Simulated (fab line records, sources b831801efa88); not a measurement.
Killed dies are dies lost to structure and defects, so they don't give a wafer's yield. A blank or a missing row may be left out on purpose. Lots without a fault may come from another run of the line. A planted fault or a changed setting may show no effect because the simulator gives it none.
Chamber matching | flow gf180mcu | GF_CONTACT_CMP_27 on cmp-02: 4 sister chambers
The step polishes, stops on SiO2, t overpolish 15 s, target thk 0 nm. 4 wafers are shown with their chamber, then 12 later ones without.

WAFERS WITH THEIR CHAMBER
wafer  | chamber | motor_current_A (A)
L090.5 | 2       | 12.5
L091.1 | 0       | 11.7
L091.2 | 1       | 11.1
L091.6 | 3       | 12.5

WAFERS WITHOUT THEIR CHAMBER
wafer  | motor_current_A (A)
L093.1 | 12.4
L093.5 | 11.9
L093.6 | 12.1
L092.1 | 11.9
L092.3 | 12.1
L092.4 | 11.2
L094.3 | 11.3
L094.4 | 11.3
L094.6 | 12.9
L096.1 | 11.2
L096.3 | 12.8
L096.5 | 11.4

WHICH CHAMBER EACH WENT THROUGH
wafer  | from the rows above          | in truth
L093.1 | can't be placed: 2 or 3      | 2
L093.5 | can't be placed: 0 or 2 or 3 | 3
L093.6 | can't be placed: 0 or 2 or 3 | 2
L092.1 | can't be placed: 0 or 2 or 3 | 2
L092.3 | can't be placed: 0 or 2 or 3 | 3
L092.4 | can't be placed: 1 or 0      | 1
L094.3 | can't be placed: 1 or 0      | 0
L094.4 | can't be placed: 1 or 0      | 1
L094.6 | can't be placed: 2 or 3      | 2
L096.1 | can't be placed: 1 or 0      | 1
L096.3 | can't be placed: 2 or 3      | 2
L096.5 | can't be placed: 0 or 1      | 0
Placed correctly: 0 of 12. Can't be placed from these rows: 12 (the true chamber is among the candidates in 12). Placed wrongly: 0.
How it was worked out, from the rows above alone: a wafer's distance from a chamber is the root of the sum, over the readings, of the square of ((its reading less the chamber's mean) divided by the reading's scatter). The wafer belongs to the nearest chamber; if the next one is less than 2 further off, it can't be placed. A chamber's mean is the mean of its shown wafers. The scatter: with one shown wafer a chamber, the root of the mean of the squares of how far each hidden wafer lies from its nearest shown one.
